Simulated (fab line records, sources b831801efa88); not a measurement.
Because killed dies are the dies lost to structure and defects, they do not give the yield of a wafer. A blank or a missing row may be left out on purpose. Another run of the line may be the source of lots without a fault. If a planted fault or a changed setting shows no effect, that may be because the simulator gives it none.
2 desks, one fault -- flow sky130 -- what lay behind the numbers comes last; until then each desk has only its own

== THE TOOL OWNER'S DESK: pvd_sputter-01 ==
The tool's own readings at SKY_METAL3_SPUTTER_00 (material Ti, target thk 15 nm, time 10 s): means of the sampled wafers that have a number, for each lot that ran on this tool. The brackets show how far a lot's mean lies from the usual mean; more than 4 standard deviations puts the lot out of limits, marked OUT.
Columns: A = throttle_valve_pct at SKY_METAL3_SPUTTER_00, usual 29.9 %
lot,first seen here,A
L753,day 39 00:31,30.1
L756,day 39 12:52,29.4
L757,day 39 16:38,29.2
L758,day 39 17:36,29.1
L770,day 42 21:07,30.2
L771,day 43 06:20,30.7
This desk's finding: nothing out of limits on any of the 6 lots.

== FROM THE METROLOGY DESK ==
Means of the sampled wafers that have a number, per lot and without regard to the tool the lot ran on: this is what the gauges read. The brackets show how far a lot's mean lies from the usual mean; more than 4 standard deviations puts the lot out of limits, marked OUT.
Columns: A = CAPM_TIN_THK at SKY_CAPM_THK_MEAS_04, usual 206.0 nm; B = VIA4_W_RS at SKY_VIA4_RS_MEAS_19, usual 0.2252 ohm/sq
lot,first seen here,A,B
L752,day 38 22:53,204.9,0.2265
L753,day 39 00:59,205.3,0.2241
L756,day 39 13:20,203.8,0.2250
L755,day 39 17:01,206.2,0.2247
L757,day 39 17:05,203.8,0.2242
L758,day 39 18:04,207.5,0.2266
L766,day 42 07:03,205.2,0.2265
L765,day 42 07:31,206.8,0.2246
L768,day 42 13:33,206.0,0.2268
L770,day 42 21:36,205.7,0.2264
L769,day 43 02:07,207.3,0.2255
L771,day 43 06:49,205.3,0.2243
This desk's finding: nothing out of limits on any of the 12 lots.

== PUT TOGETHER ==
The tool owner's desk saw nothing out of limits.
At the metrology desk, nothing out of limits was observed.

== WHAT WAS PUT IN BY THE SIMULATOR ==
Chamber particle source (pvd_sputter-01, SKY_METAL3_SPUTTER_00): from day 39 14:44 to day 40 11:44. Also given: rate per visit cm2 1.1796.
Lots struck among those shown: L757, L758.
